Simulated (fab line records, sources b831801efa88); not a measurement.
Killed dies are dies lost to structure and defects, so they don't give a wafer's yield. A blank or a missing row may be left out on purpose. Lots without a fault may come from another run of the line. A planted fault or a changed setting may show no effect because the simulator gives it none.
A struck lot beside a sound one | flow sky130 | 37 steps out of a route of 708
Sound: wafers L463.1, L463.2, L463.5. Struck: wafers L479.2, L479.4. (L479.3 of the same lot was not struck and is left out.) The cause comes at the end.
At each step with rows: each side's tool, then ch and its chambers, then its first start. Under that, the readings that differ: sound wafers | struck wafers | difference of the means | sigmas: that difference in standard deviations of wafers without a fault.
alike: readings whose means differ by less than 2 such deviations, and words and numbers that are the same on both sides. not compared: withheld readings, readings that some wafer has no value for, bounds like >300 that may hide the same value, and numbers for which the record gives no deviation and whose values overlap.
The two part at a step that has a row with sigmas, a row that says differs or no value, or rows on one side only. Numbers that don't overlap but have no deviation are shown without sigmas and don't part them. A reading that every wafer of one side lacks parts them only if that side has two wafers or more.

first, 10 steps without rows for these wafers: SKY_VIA2_CLEAN_18 (cleans in IPA, time 180 s); SKY_VIA2_CLEAN_19 (cleans in O3/DIW); SKY_VIA2_SPUTTER_20 (material TiN, target thk 20 nm, time 80 s); SKY_VIA2_CVD_21 (deposits W, target thk 420 nm, time 126.4 s); SKY_VIA2_CMP_24 (polishes, stops on SiO2, t overpolish 20 s, target thk 0 nm); SKY_METAL3_SPUTTER_00 (material Ti, target thk 15 nm, time 10 s); SKY_METAL3_SPUTTER_01 (material TiN, target thk 20 nm, time 16.7 s); SKY_METAL3_SPUTTER_02 (material AlCu, target thk 735 nm, time 39.1 s); SKY_METAL3_SPUTTER_03 (material Ti, target thk 5 nm, time 3.3 s); SKY_METAL3_SPUTTER_04 (material TiN, target thk 70 nm, time 58.3 s).
SKY_CAPM_CVD_00: deposits SiO2, target thk 15.5 nm.
  sound on pecvd-01 ch 0,2, day 37 01:30; struck on pecvd-01 ch 0,2, day 41 04:28
  reading                               | sound             | struck      | difference | sigmas
  model.SiO2_of_CAPM_CVD_00.thk_nm (nm) | 14.86 15.12 15.47 | 17.98 18.33 | +3.01      |
  alike: heater_power_w
SKY_CAPM_THK_MEAS_01:
  sound on film_metro-02, day 37 01:31; struck on film_metro-02, day 41 04:30
  reading              | sound             | struck      | difference | sigmas
  CAPM_CVD_00_THK (nm) | 14.90 15.12 15.47 | 17.95 18.37 | +3.00      | +13
then, 23 steps without rows for these wafers: SKY_CAPM_SPUTTER_02 (material TiN, target thk 200 nm, time 166.7 s); SKY_CAPM_DEHYDRATE_05 (time 60 s); SKY_CAPM_HMDS_06 (prime time 60 s); SKY_CAPM_COAT_07 (resist thk 1140 nm); SKY_CAPM_SOFTBAKE_08 (time 60 s); SKY_CAPM_EXPOSE_09 (exposes mask CAPM, target cd 1000 nm); SKY_CAPM_PEB_10; SKY_CAPM_DEVELOP_11 (develop time 60 s); SKY_CAPM_METAL_ETCH_13 (etches TiN in Cl2/BCl3, stops on SiO2, target depth 220 nm, time 62.9 s); SKY_CAPM_STRIP_14 (strips in O2/N2); SKY_CAPM_STRIP_15 (strips in post etch residue remover, time 1200 s); SKY_CAPM_CLEAN_16 (cleans in IPA, time 180 s); SKY_CAPM_CLEAN_17 (cleans in O3/DIW); SKY_METAL3_DEHYDRATE_05 (time 60 s); SKY_METAL3_HMDS_06 (prime time 60 s); SKY_METAL3_COAT_07 (resist thk 60 nm); SKY_METAL3_COAT_08 (resist thk 1140 nm); SKY_METAL3_SOFTBAKE_09 (time 90 s); SKY_METAL3_EXPOSE_10 (exposes mask MM3, target cd 300 nm); SKY_METAL3_PEB_11; SKY_METAL3_DEVELOP_12 (develop time 60 s); SKY_METAL3_DESCUM_15 (chemistry O2, time 8 s); SKY_METAL3_ETCH_16 (etches BARC in N2/H2, stops on SiO2, time 88.2 s, target depth 60 nm).
-- the record jumps here: 2 days lie between the struck wafers' starts before and after --
SKY_METAL3_ETCH_17: etches SiO2 in C4F8/O2/Ar, stops on TiN, time 3.9 s, target depth 15 nm.
  sound on rie_diel-03 ch 1,2, day 39 04:44; struck on rie_diel-01 ch 0,1, day 43 05:35
  reading               | sound             | struck      | difference | sigmas
  oes_product_au (a.u.) | 0.745 0.736 0.752 | 0.824 0.822 | +0.079     | +12
  not compared: rf_hours_counter_h
-- the record jumps here: 6 days lie between the struck wafers' starts before and after (it left off in module METAL3 and takes up again in module PAD_OPEN, whose first step shown is number 708 of the route) --
SKY_PAD_OPEN_PROBE_99:
  sound on prober-02, day 46 08:50; struck on prober-01, day 49 17:22
  reading                              | sound               | struck        | difference | sigmas
  model.etest.cap_mim.bv_v (V)         | 13.66 13.71 14.15   | 16.49 16.04   | +2.43      |
  model.etest.cap_mim.leak_log10_a_cm2 | -8.78 -8.858 -9.014 | -9.502 -9.466 | -0.600     |
  model.etest.cap_mim.c_ff_um2         | 2.455 2.402 2.336   | 2.01 1.988    | -0.40      |
  alike: defect_limited_yield, killed_at_M0_to_M3, killed_at_M4_up, killed_at_contacts, killed_at_front_end, killed_at_other, killed_dies, killed_on_rim, killed_open, killed_short, sort_bin_3_pad_short, sort_bin_5_function, sort_bin_6_memory, sort_n_pass, sort_yield_pct

WHERE THEY PART
First at SKY_CAPM_THK_MEAS_01; last, within this record, at SKY_METAL3_ETCH_17. Later steps at which nothing parts them and some readings are alike: SKY_PAD_OPEN_PROBE_99.

WHY: what the simulator had put in
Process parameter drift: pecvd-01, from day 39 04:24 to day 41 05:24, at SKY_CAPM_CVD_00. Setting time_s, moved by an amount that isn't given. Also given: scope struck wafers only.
